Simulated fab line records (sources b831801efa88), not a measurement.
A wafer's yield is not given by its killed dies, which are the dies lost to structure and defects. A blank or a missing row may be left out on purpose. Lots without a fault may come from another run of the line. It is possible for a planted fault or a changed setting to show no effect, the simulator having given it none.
Which of the tools did it? | flow sky130 | 14 lots with 42 wafers sampled at 6 steps, on a route of 708 steps

## WHAT THE GAUGES SHOWED, per wafer
SKY_PWDE_OVL_MEAS_07.
lot  | measured    | on         | PWDE_OVL (nm)
L760 | day 3 19:31 | overlay-02 | 1.0 -0.2 -1.4
L763 | day 4 15:07 | overlay-01 | 1.1 1.7 -0.9
L764 | day 4 20:01 | overlay-01 | -2.4 -1.7 -2.0
L766 | day 5 02:10 | overlay-01 | -1.5 0.0 -0.1
L770 | day 6 07:47 | overlay-02 | -3.2 -3.0 -4.0
L771 | day 6 15:01 | overlay-01 | -1.9 -4.1 -1.2
L773 | day 6 22:31 | overlay-01 | -2.9 0.6 -1.6
L775 | day 7 07:46 | overlay-01 | - - -
L776 | day 7 14:25 | overlay-01 | - - -
L778 | day 8 02:59 | overlay-02 | -3.1 -4.2 -2.3
L779 | day 8 07:49 | overlay-02 | -1.6 -1.4 -4.0
L780 | day 8 12:31 | overlay-01 | 1.0 -0.4 2.6
L781 | day 8 15:04 | overlay-02 | -2.3 -1.7 0.0
L783 | day 9 05:04 | overlay-01 | -2.2 -0.1 -0.7

SKY_NWELL_TW_MEAS_26.
lot  | measured     | on            | NWELL_2_TW
L760 | day 5 05:55  | film_metro-04 | 502 500 499
L763 | day 6 03:06  | film_metro-02 | 499 504 504
L764 | day 6 09:52  | film_metro-04 | 499 495 495
L766 | day 6 15:37  | film_metro-04 | 499 496 497
L770 | day 7 23:21  | film_metro-02 | 501 502 503
L771 | day 8 07:50  | film_metro-04 | 501 499 501
L773 | day 8 15:00  | film_metro-01 | 491 491 492
L775 | day 9 01:00  | film_metro-01 | 545 541 541
L776 | day 9 08:22  | film_metro-02 | 559 558 559
L778 | day 9 21:50  | film_metro-04 | 498 498 500
L779 | day 10 14:01 | film_metro-04 | 498 500 498
L780 | day 10 08:28 | film_metro-02 | 506 502 505
L781 | day 10 11:53 | film_metro-01 | 491 493 490
L783 | day 11 02:05 | film_metro-01 | 489 491 491

SKY_VIA1_CD_MEAS_12: target cd 150 nm.
lot  | measured     | on        | cd_nm (nm)
L760 | day 33 20:46 | cd_sem-02 | 151.2 150.2 150.2
L763 | day 35 09:41 | cd_sem-01 | 154.2 153.9 153.9
L764 | day 35 11:13 | cd_sem-02 | 152.7 151.5 152.0
L766 | day 35 17:10 | cd_sem-02 | 151.9 152.7 151.8
L770 | day 37 04:55 | cd_sem-02 | 149.5 150.4 150.4
L771 | day 37 18:13 | cd_sem-01 | 150.6 150.6 150.1
L773 | day 38 06:05 | cd_sem-02 | 151.5 150.2 149.6
L775 | day 38 16:46 | cd_sem-02 | 151.7 151.2 151.2
L776 | day 38 21:56 | cd_sem-01 | 149.8 149.4 150.3
L778 | day 39 17:32 | cd_sem-02 | 152.6 153.9 151.9
L779 | day 40 08:32 | cd_sem-01 | 149.2 148.5 150.3
L780 | day 40 01:29 | cd_sem-01 | 147.1 146.0 146.6
L781 | day 40 08:28 | cd_sem-02 | 150.7 151.0 150.3
L783 | day 40 21:58 | cd_sem-01 | 150.4 150.4 151.2

SKY_METAL2_OVL_MEAS_16.
lot  | measured     | on         | METAL2_OVL (nm)
L760 | day 35 01:11 | overlay-02 | -8 -7 -4
L763 | day 36 14:11 | overlay-02 | -13 -12 -5
L764 | day 36 14:56 | overlay-02 | 0 2 -1
L766 | day 36 21:25 | overlay-01 | -5 -6 -15
L770 | day 38 07:56 | overlay-02 | -6 -6 -6
L771 | day 38 21:20 | overlay-01 | -2 2 3
L773 | day 39 09:19 | overlay-02 | 2 -5 -3
L775 | day 39 19:52 | overlay-02 | 0 -7 -9
L776 | day 40 00:28 | overlay-02 | 4 0
L778 | day 40 19:40 | overlay-01 | -6 1 0
L779 | day 41 10:28 | overlay-02 | 0 -4 -5
L780 | day 41 03:35 | overlay-02 | -10 -6 -3
L781 | day 41 11:10 | overlay-01 | -2 -11 -2
L783 | day 41 23:35 | overlay-01 | -2 4 1

## TOOL THAT RAN EACH LOT (tool first, then ch and the chambers of the sampled wafers, then the start)
lot  | SKY_FIELD_ISO_CMP_27         | SKY_PWDE_COAT_02
L760 | cmp-02 ch 1,2,3, day 2 09:26 | litho_track-03 ch 0, day 3 11:16
L763 | cmp-01 ch 0,2,3, day 3 01:33 | litho_track-03 ch 0, day 4 06:16
L764 | cmp-02 ch 0,2,3, day 3 07:56 | litho_track-04 ch 0, day 4 11:13
L766 | cmp-01 ch 0,1, day 3 14:40   | litho_track-04 ch 0, day 4 18:10
L770 | cmp-02 ch 0,1, day 4 16:19   | litho_track-01 ch 0, day 5 22:04
L771 | cmp-01 ch 0,1,2, day 4 23:06 | litho_track-03 ch 0, day 6 06:16
L773 | cmp-02 ch 1,2,3, day 5 06:53 | litho_track-04 ch 0, day 6 12:46
L775 | cmp-01 ch 0,1,2, day 5 14:55 | litho_track-01, day 6 21:07
L776 | cmp-02 ch 0,2,3, day 5 22:13 | litho_track-03, day 7 05:05
L778 | cmp-02 ch 0,1, day 6 06:07   | litho_track-03 ch 0, day 7 15:20
L779 | cmp-02 ch 1,2, day 6 13:40   | litho_track-04 ch 0, day 7 21:22
L780 | cmp-02 ch 2,3, day 6 17:28   | litho_track-04 ch 0, day 8 03:08
L781 | cmp-01 ch 1,2,3, day 6 21:07 | litho_track-04 ch 0, day 8 05:37
L783 | cmp-02 ch 1,3, day 7 09:03   | litho_track-04 ch 0, day 8 18:22
- SKY_FIELD_ISO_CMP_27: polishes, stops on Si3N4, t overpolish 16 s, target thk 457.8 nm.
- SKY_PWDE_COAT_02: resist thk 3000 nm.

## WHAT THE TOOLS THEMSELVES READ (means of the sampled wafers that have a number; where no wafer has one, the mark that the record gives instead)
SKY_FIELD_ISO_CMP_27.
lot  | tool   | motor_current_A (A) | overpolish_run_s (s) | platen_rpm (rpm) | time_to_endpoint_s (s)
L760 | cmp-02 | 12.8                | 16.012               | 60.04            | 117
L763 | cmp-01 | 11.7                | 16.011               | 59.99            | 109
L764 | cmp-02 | 12.1                | 16.004               | 60.00            | 119
L766 | cmp-01 | 13.2                | 16.003               | 59.93            | 110
L770 | cmp-02 | 11.4                | 15.995               | 60.01            | 109
L771 | cmp-01 | 12.3                | 15.993               | 59.95            | 107
L773 | cmp-02 | 12.5                | 16.000               | 60.00            | 105
L775 | cmp-01 | 12.5                | 16.007               | 59.99            | 113
L776 | cmp-02 | 12.3                | 16.009               | 59.99            | 106
L778 | cmp-02 | 11.9                | 16.002               | 60.01            | 110
L779 | cmp-02 | 12.7                | 15.999               | 59.99            | 110
L780 | cmp-02 | 12.9                | 15.994               | 60.00            | 111
L781 | cmp-01 | 12.2                | 15.992               | 59.98            | 115
L783 | cmp-02 | 12.1                | 16.004               | 60.01            | 111

SKY_PWDE_COAT_02.
lot  | tool           | chill_plate_temp_C (C) | dispense_pressure_kPa (kPa) | resist_line_temp_C (C)
L760 | litho_track-03 | 23.05                  | 49.7                        | 22.95
L763 | litho_track-03 | 22.99                  | 49.7                        | 23.00
L764 | litho_track-04 | 23.13                  | 51.7                        | 23.03
L766 | litho_track-04 | 23.04                  | 51.7                        | 22.89
L770 | litho_track-01 | 23.01                  | 50.2                        | 23.07
L771 | litho_track-03 | 22.91                  | 49.7                        | 23.08
L773 | litho_track-04 | 23.00                  | 51.7                        | 23.09
L775 | litho_track-01 | -                      | -                           | -
L776 | litho_track-03 | -                      | -                           | -
L778 | litho_track-03 | 22.93                  | 49.7                        | 22.91
L779 | litho_track-04 | 23.05                  | 51.7                        | 22.98
L780 | litho_track-04 | 22.93                  | 51.7                        | 22.94
L781 | litho_track-04 | 22.98                  | 51.7                        | 22.94
L783 | litho_track-04 | 23.09                  | 51.7                        | 23.09

## THE ANSWER, worked out from the rows above alone
Rule: the usual values come from the lots themselves. The widest of any qualifying gaps counts: lots, ordered by their means at a reading, are off when they make up no more than a third of the lots, leave a main group of 4 or more, and stand apart from it by 3 or more times the standard deviation of that group's means. If all means in a main group match to the digits the tables above print for the reading, that group is not used. A lot without any number at a reading at which 4 lots or more have one is off too. All remaining lots with rows at the step are treated as sound. Order of review: gauges by route order, followed by the tools' own readings, for which a lot's mean as printed above is used. At the first step where some lot is off, the reading lying furthest off is the one used; lots without a number count as furthest.
Off: L775, L776, seen at SKY_PWDE_OVL_MEAS_07 (PWDE_OVL). Without a number there: L775, L776. Main group: mean -1.3 nm, sd 1.4.
If a tool, at a process step before that reading, ran all the lots that are off and no sound lot after the first of them, it fits. The gauges at SKY_PWDE_OVL_MEAS_07 aren't tried: what is off there is off at SKY_NWELL_TW_MEAS_26 too, on other tools, and a gauge's error can't cause that. Of those tried, none fits.

## WHAT THE SIMULATOR PUT IN
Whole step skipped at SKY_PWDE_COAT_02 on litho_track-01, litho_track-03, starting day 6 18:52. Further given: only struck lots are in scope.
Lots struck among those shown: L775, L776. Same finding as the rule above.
